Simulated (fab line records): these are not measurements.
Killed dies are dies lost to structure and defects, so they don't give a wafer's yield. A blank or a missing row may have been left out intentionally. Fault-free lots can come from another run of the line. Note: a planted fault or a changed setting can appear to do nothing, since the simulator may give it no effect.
Which tool did it? | flow gf180mcu | 12 lots, 36 wafers sampled, at 4 steps of a route of 602

## WHAT THE GAUGES SHOWED, per wafer
GF_VT_IMPLANT_OVL_MEAS_07.
lot  | measured     | on         | VT_IMPLANT_OVL (nm)
L222 | day 5 17:26  | overlay-02 | -1.3 1.3 0.3
L224 | day 6 07:06  | overlay-01 | 0.9 0.0 -1.6
L225 | day 6 11:33  | overlay-02 | 1.0 2.1 2.4
L226 | day 6 18:25  | overlay-02 | -0.1 -1.8 -2.9
L227 | day 7 05:54  | overlay-01 | -1.3 1.2 -1.8
L228 | day 7 18:09  | overlay-01 | 0.0 0.0 1.6
L233 | day 9 02:09  | overlay-01 | -1.3 -2.0 2.4
L236 | day 9 17:30  | overlay-01 | 0.2 -0.1 -1.1
L240 | day 10 10:39 | overlay-01 | -1.2 0.9 -0.8
L242 | day 11 01:00 | overlay-01 | 2.0 -0.1 0.9
L243 | day 11 07:54 | overlay-01 | 3.9 2.0 2.3
L244 | day 11 11:48 | overlay-02 | -0.2 -2.3 -0.1

## WHAT TOOL EACH LOT RAN ON (gives the tool, then ch and the chambers of the sampled wafers, and finally the start)
lot  | GF_STI_ETCH_14                  | GF_STI_STRIP_15                     | GF_LVPWELL_STRIP_10
L222 | rie_si-02 ch 0,2,3, day 2 06:54 | plasma_asher-01 ch 0,1, day 2 06:58 | plasma_asher-02 ch 0,1, day 4 01:04
L224 | rie_si-01 ch 1,2, day 2 16:26   | plasma_asher-03 ch 0,1, day 2 16:30 | plasma_asher-04 ch 0,1, day 4 12:28
L225 | rie_si-02 ch 0,1,3, day 2 22:11 | plasma_asher-04 ch 0,1, day 2 22:16 | plasma_asher-02 ch 0,1, day 4 17:30
L226 | rie_si-01 ch 1,2,3, day 3 03:05 | plasma_asher-03 ch 0,1, day 3 03:11 | plasma_asher-01 ch 0,1, day 4 21:42
L227 | rie_si-01 ch 0,1,3, day 3 08:26 | plasma_asher-03 ch 0, day 3 08:31   | plasma_asher-02 ch 0,1, day 5 07:49
L228 | rie_si-01 ch 0,1,3, day 3 12:42 | plasma_asher-03 ch 0,1, day 3 12:46 | plasma_asher-02 ch 0,1, day 5 20:22
L233 | rie_si-02 ch 1,2, day 4 15:02   | plasma_asher-04 ch 1, day 4 15:07   | plasma_asher-01 ch 0,1, day 7 00:40
L236 | rie_si-01 ch 1,2,3, day 5 12:18 | plasma_asher-01 ch 0,1, day 5 12:22 | plasma_asher-01 ch 0,1, day 7 15:22
L240 | rie_si-02 ch 0,3, day 6 02:53   | plasma_asher-01 ch 0,1, day 6 02:57 | plasma_asher-04 ch 0,1, day 8 07:22
L242 | rie_si-02 ch 0,3, day 6 14:36   | plasma_asher-04 ch 0,1, day 6 14:40 | plasma_asher-02 ch 0,1, day 8 19:58
L243 | rie_si-02 ch 0,2, day 6 19:11   | plasma_asher-04 ch 0,1, day 6 19:15 | plasma_asher-02 ch 0,1, day 9 02:11
L244 | rie_si-02 ch 0,2, day 7 00:20   | plasma_asher-03 ch 0,1, day 7 00:24 | plasma_asher-04 ch 0,1, day 9 05:23
- GF_STI_ETCH_14: etches Si in HBr/Cl2/O2, target depth 360 nm, time 102.9 s.
- GF_STI_STRIP_15: strips in O2/N2.
- GF_LVPWELL_STRIP_10: strips in O2/N2.

## WHAT THE TOOLS THEMSELVES READ (means of the sampled wafers that have a number; where no wafer has one, the mark that the record gives instead)
GF_STI_ETCH_14.
lot  | tool      | drypump_motor_current_A (A) | oes_product_au (a.u.) | throttle_valve_pct (%)
L222 | rie_si-02 | 5.6                         | 0.990                 | 25.668
L224 | rie_si-01 | 6.2                         | 0.996                 | 25.657
L225 | rie_si-02 | 5.5                         | 0.988                 | 25.667
L226 | rie_si-01 | 6.1                         | 1.002                 | 25.656
L227 | rie_si-01 | 5.9                         | 1.014                 | 25.642
L228 | rie_si-01 | 5.9                         | 1.007                 | 25.649
L233 | rie_si-02 | 5.9                         | 1.002                 | 25.652
L236 | rie_si-01 | 6.1                         | 1.002                 | 25.663
L240 | rie_si-02 | 5.3                         | 0.992                 | 25.666
L242 | rie_si-02 | 5.5                         | 0.988                 | 25.669
L243 | rie_si-02 | 5.5                         | 1.006                 | 25.654
L244 | rie_si-02 | 5.5                         | 1.002                 | 25.657

GF_STI_STRIP_15.
lot  | tool            | drypump_motor_current_A (A) | heater_power_w (W) | n2_flow_sccm (sccm) | o2_flow_sccm (sccm) | oes_product_au (a.u.) | strip_time_to_endpoint_s (s)
L222 | plasma_asher-01 | 6.4                         | 350                | 299.9               | 3012                | 0.379                 | 3.66
L224 | plasma_asher-03 | 5.9                         | 338                | 299.8               | 3015                | 0.385                 | 3.71
L225 | plasma_asher-04 | 6.0                         | 289                | 299.7               | 3000                | 0.380                 | 3.64
L226 | plasma_asher-03 | 5.9                         | 336                | 300.0               | 2989                | 0.384                 | 3.70
L227 | plasma_asher-03 | 5.6                         | 314                | 299.2               | 3606                | 0.384                 | 3.64
L228 | plasma_asher-03 | 5.9                         | 330                | 299.5               | 3591                | 0.384                 | 3.58
L233 | plasma_asher-04 | 6.0                         | 293                | 299.1               | 2988                | 0.379                 | 3.62
L236 | plasma_asher-01 | 6.5                         | 331                | 300.2               | 3007                | 0.378                 | 3.64
L240 | plasma_asher-01 | 6.4                         | 348                | 300.2               | 3001                | 0.382                 | 3.73
L242 | plasma_asher-04 | 6.0                         | 295                | 299.8               | 2998                | 0.381                 | 3.70
L243 | plasma_asher-04 | 6.0                         | 292                | 299.9               | 3001                | 0.376                 | 3.65
L244 | plasma_asher-03 | 5.9                         | 328                | 299.1               | 2986                | 0.383                 | 3.67

GF_LVPWELL_STRIP_10.
lot  | tool            | drypump_motor_current_A (A) | heater_power_w (W) | n2_flow_sccm (sccm) | o2_flow_sccm (sccm) | oes_product_au (a.u.) | strip_time_to_endpoint_s (s)
L222 | plasma_asher-02 | 6.0                         | 342                | 299.5               | 2997                | 0.719                 | 36.77
L224 | plasma_asher-04 | 6.0                         | 292                | 299.1               | 2995                | 0.722                 | 36.94
L225 | plasma_asher-02 | 6.0                         | 344                | 299.0               | 2994                | 0.721                 | 37.06
L226 | plasma_asher-01 | 6.5                         | 329                | 299.0               | 3007                | 0.723                 | 36.92
L227 | plasma_asher-02 | 6.0                         | 345                | 300.0               | 3001                | 0.722                 | 36.98
L228 | plasma_asher-02 | 6.0                         | 339                | 301.2               | 3004                | 0.719                 | 36.98
L233 | plasma_asher-01 | 6.5                         | 330                | 299.7               | 2999                | 0.726                 | 36.90
L236 | plasma_asher-01 | 6.4                         | 350                | 299.2               | 3001                | 0.722                 | 36.94
L240 | plasma_asher-04 | 6.0                         | 290                | 299.9               | 2996                | 0.720                 | 37.06
L242 | plasma_asher-02 | 5.7                         | 339                | 299.9               | 2993                | 0.722                 | 37.01
L243 | plasma_asher-02 | 5.7                         | 342                | 299.6               | 3012                | 0.727                 | 37.12
L244 | plasma_asher-04 | 6.0                         | 296                | 300.1               | 3001                | 0.725                 | 37.08

## THE ANSWER, worked out from the rows above alone
Rule: usual is defined by the lots themselves. The widest of any qualifying gaps counts: lots, ordered by their means at a reading, are off when they make up no more than a third of the lots, leave a main group of 4 or more, and stand apart from it by 3 or more times the standard deviation of that group's means. The tables above print the reading to a certain number of digits; a main group whose means all agree to those digits is not used. Also off: a lot with no number at a reading for which 4 or more lots have one. Where the step has rows for the other lots, those lots are counted as sound. Order of review: gauges by route order, followed by the tools' own readings, for which a lot's mean as printed above is used. The first step at which some lot is off is used, and at that step the reading that is off furthest; a lot without a number counts as furthest.
Off: L227, L228 (GF_STI_STRIP_15, o2_flow_sccm). Mean 3000 sccm and standard deviation 9.4 in the main group.
If a tool, at that step or one of the process steps before it, ran each lot that is off and ran no sound lot following the first of them, it fits. None of those tried fits.

## WHAT THE SIMULATOR HAD INSERTED
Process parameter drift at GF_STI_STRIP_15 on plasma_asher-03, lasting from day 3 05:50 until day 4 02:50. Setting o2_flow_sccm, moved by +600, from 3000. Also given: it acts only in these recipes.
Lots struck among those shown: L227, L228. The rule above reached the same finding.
